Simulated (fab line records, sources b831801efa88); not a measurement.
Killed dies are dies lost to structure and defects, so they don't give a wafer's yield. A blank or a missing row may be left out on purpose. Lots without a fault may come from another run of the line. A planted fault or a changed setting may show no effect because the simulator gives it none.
One fault seen from 2 desks | flow sky130 | each desk has only its own numbers; what lay behind them comes last

THE METROLOGY DESK
What the gauges read, lot by lot, whatever tool the lot ran on: means of the sampled wafers that have a number. A lot is out of limits, marked OUT, if its mean lies more than 4 standard deviations from the usual mean; the brackets give that distance.
Columns: A = cd_nm at SKY_METAL4_CD_MEAS_13, usual 299.8 nm
lot  | first seen here | A
L791 | day 41 18:00    | 298.3
L792 | day 41 20:18    | 299.2
L793 | day 42 12:10    | 297.5
L795 | day 43 02:17    | 300.6
L797 | day 43 17:58    | 298.1
L799 | day 44 08:38    | 302.4
L800 | day 44 14:23    | 300.1
L801 | day 44 19:23    | 302.8
L805 | day 46 03:42    | 297.5
L807 | day 46 07:10    | 300.7
L812 | day 47 10:01    | 299.8
L811 | day 47 14:58    | 300.4
This desk's finding: nothing out of limits on any of the 12 lots.

THE TOOL OWNER'S DESK: pvd_sputter-04
The tool's own readings at SKY_METAL5_SPUTTER_03 (material Ti, target thk 5 nm, time 3.3 s): means of the sampled wafers that have a number, for each lot that ran on this tool. A lot is out of limits, marked OUT, if its mean lies more than 4 standard deviations from the usual mean; the brackets give that distance.
Columns: A = chamber_pressure_pa at SKY_METAL5_SPUTTER_03, usual 0.4000 Pa; B = throttle_valve_pct at SKY_METAL5_SPUTTER_03, usual 30.0 %
lot  | first seen here | A                | B
L791 | day 42 20:16    | 0.3998           | 29.5
L795 | day 44 03:38    | 0.4001           | 30.3
L797 | day 44 18:56    | 0.4006           | 30.0
L799 | day 45 09:21    | 0.4654 (+78) OUT | 28.1
L805 | day 47 03:11    | 0.4644 (+77) OUT | 28.0
This desk's finding: out of limits on L799, L805; first on L799, day 45 09:21 (chamber_pressure_pa at SKY_METAL5_SPUTTER_03). In limits: L791, L795, L797.

PUT TOGETHER
The tool owner's desk could have raised an alarm at day 45 09:21, on L799, L805.
The metrology desk saw nothing out of limits.
The metrology desk has L799, L805 on record, within its limits.
Of the lots named, all ran SKY_METAL5_SPUTTER_03 on pvd_sputter-04.

WHAT THE SIMULATOR HAD PUT IN
Process parameter drift: pvd_sputter-04, from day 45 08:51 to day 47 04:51, at SKY_METAL5_SPUTTER_03. Setting chamber_pressure_pa, moved by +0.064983, from 0.4. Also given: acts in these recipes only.
Lots struck among those shown: L799, L805.
Hours from the fault's start to each desk's first reading out of limits: the tool owner's desk, 0.
